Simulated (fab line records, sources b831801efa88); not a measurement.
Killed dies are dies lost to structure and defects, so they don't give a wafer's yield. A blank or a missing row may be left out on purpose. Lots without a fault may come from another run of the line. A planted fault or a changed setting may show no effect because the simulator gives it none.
Which tool did it? | flow sfq_line | 14 lots, 42 wafers sampled, at 2 steps of a route of 325

WHAT THE GAUGES READ, wafer by wafer
SFQ_I0_BOW_MEAS_907. Usual: I0_BOW 1 um, standard deviation 7.2.
lot  | measured     | on            | I0_BOW (um) | flag
L657 | day 11 21:28 | film_metro-04 | 3 -4 -3     |
L658 | day 12 06:30 | film_metro-04 | 12 15 5     |
L661 | day 13 04:41 | film_metro-03 | 15 -7 7     |
L662 | day 13 08:46 | film_metro-03 | 8 6 8       |
L663 | day 13 19:09 | film_metro-04 | 3 -7 -6     |
L664 | day 14 01:04 | film_metro-03 | -2 -4 -1    |
L665 | day 14 10:41 | film_metro-03 | 10 1 8      |
L666 | day 14 15:28 | film_metro-01 | -3 -4 -6    |
L667 | day 15 01:20 | film_metro-04 | -3 1 -3     |
L669 | day 16 03:18 | film_metro-03 | 1 -12 -10   |
L670 | day 16 10:30 | film_metro-04 | 22 6 4      |
L674 | day 18 05:02 | film_metro-03 | -4 -8 16    |
L679 | day 20 06:37 | film_metro-01 | 9 -2 -7     |
L680 | day 20 16:12 | film_metro-01 | 3 3 -1      |

SFQ_I1_OVL_MEAS_913. Usual: I1_OVL 0 nm, standard deviation 5.1.
lot  | measured     | on         | I1_OVL (nm) | flag
L657 | day 22 09:01 | overlay-02 | 1 5 7       |
L658 | day 24 11:10 | overlay-02 | -2 -4 0     |
L661 | day 25 13:30 | overlay-02 | -2 -5 -8    |
L662 | day 25 20:42 | overlay-02 | 0 -1 4      |
L663 | day 26 12:58 | overlay-02 | -8 -3 -4    |
L664 | day 26 21:27 | overlay-01 | -7 -10 -10  |
L665 | day 27 04:31 | overlay-02 | -8 -2 0     |
L666 | day 27 12:25 | overlay-01 | 1 2 -2      |
L667 | day 27 19:46 | overlay-01 | -2 -2 -2    |
L669 | day 28 18:25 | overlay-01 | 5 6 4       |
L670 | day 29 03:08 | overlay-01 | 10 9 10     |
L674 | day 31 21:15 | overlay-01 | 3 5 6       |
L679 | day 34 05:55 | overlay-01 | 5 -4 -3     |
L680 | day 34 07:06 | overlay-01 | 0 2 8       |

WHICH TOOL RAN EACH LOT (tool, then ch and the chambers of the sampled wafers, then the start)
The record holds no process step before these readings.

WHAT THE TOOLS THEMSELVES READ (means of the sampled wafers that have a number; where no wafer has one, the mark that the record gives instead)
The record holds no such reading with a usual standard deviation.

THE ANSWER, worked out from the rows above alone
Rule: a lot is off if the mean of its wafers that have a number lies more than 3 standard deviations from the usual mean. A lot without any number at a reading at which 4 lots or more have one is off too. The other lots that the step has rows for count as sound. The gauges are gone through in route order, then the tools' own readings, and for those a lot's mean is taken as printed above. The first step at which some lot is off is used, and at that step the reading that is off furthest; a lot without a number counts as furthest.
No lot is off at any reading shown: from this, nothing can be told.

WHAT THE SIMULATOR HAD PUT IN
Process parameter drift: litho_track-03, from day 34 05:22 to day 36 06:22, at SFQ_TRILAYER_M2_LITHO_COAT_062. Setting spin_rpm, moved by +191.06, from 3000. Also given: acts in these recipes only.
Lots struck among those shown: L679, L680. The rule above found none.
